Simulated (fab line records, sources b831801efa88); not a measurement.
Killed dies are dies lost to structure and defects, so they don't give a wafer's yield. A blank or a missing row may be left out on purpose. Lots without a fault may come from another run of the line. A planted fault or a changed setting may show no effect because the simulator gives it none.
A struck lot beside a sound one | flow gf180mcu | 11 steps out of a route of 602
Sound: wafers L990.3, L990.5, L990.6. Struck: wafers L103.1, L103.4, L103.6. The cause comes at the end.
At each step with rows: each side's tool, then ch and its chambers, then its first start. Under that, the readings that differ: sound wafers | struck wafers | difference of the means | sigmas: that difference in standard deviations of wafers without a fault.
alike: readings whose means differ by less than 2 such deviations, and words and numbers that are the same on both sides. not compared: withheld readings, readings that some wafer has no value for, bounds like >300 that may hide the same value, and numbers for which the record gives no deviation and whose values overlap.
The two part at a step that has a row with sigmas, a row that says differs or no value, or rows on one side only. Numbers that don't overlap but have no deviation are shown without sigmas and don't part them. A reading that every wafer of one side lacks parts them only if that side has two wafers or more.

GF_STI_BOW_MEAS_00:
  sound on film_metro-03, day 1 20:02; struck on film_metro-02, day 4 13:00
  alike: INCOMING_BOW
then, 1 step without rows for these wafers: GF_STI_OXIDATION_01 (stabilise 600 s, purge 300 s, target thk 10 nm).
GF_STI_THK_MEAS_02:
  sound on film_metro-03, day 1 22:52; struck on film_metro-01, day 4 14:31
  alike: STI_OXIDATION_THK
then, 1 step without rows for these wafers: GF_STI_CVD_03 (deposits Si3N4 from DCS/NH3, target thk 207.16 nm, time 3551 s).
GF_STI_THK_MEAS_04:
  sound on film_metro-03, day 2 00:55; struck on film_metro-02, day 4 16:34
  reading             | sound             | struck            | difference | sigmas
  STI_CVD_03_THK (nm) | 202.7 202.8 203.4 | 206.9 206.3 208.5 | +4.3       | +2
then, 4 steps without rows for these wafers: GF_STI_DEHYDRATE_05 (time 60 s); GF_STI_HMDS_06 (prime time 60 s); GF_STI_COAT_07 (resist thk 700 nm); GF_STI_SOFTBAKE_08 (time 60 s).
GF_STI_EXPOSE_09: exposes mask COMP, target cd 220 nm.
  sound on krf_scanner-01 ch 0, day 2 06:46; struck on krf_scanner-02, day 4 23:16
  no value came back on the struck wafers for exposure_dose_mJ_cm2, focus_offset_nm (nm); on the sound wafers exposure_dose_mJ_cm2 reads 27.987 28.042 27.998
  alike: mask
then, 1 step without rows for these wafers: GF_STI_PEB_10 (peb time 90 s).

WHERE THEY PART
First at GF_STI_THK_MEAS_04; last, within this record, at GF_STI_EXPOSE_09.

WHY: what the simulator had put in
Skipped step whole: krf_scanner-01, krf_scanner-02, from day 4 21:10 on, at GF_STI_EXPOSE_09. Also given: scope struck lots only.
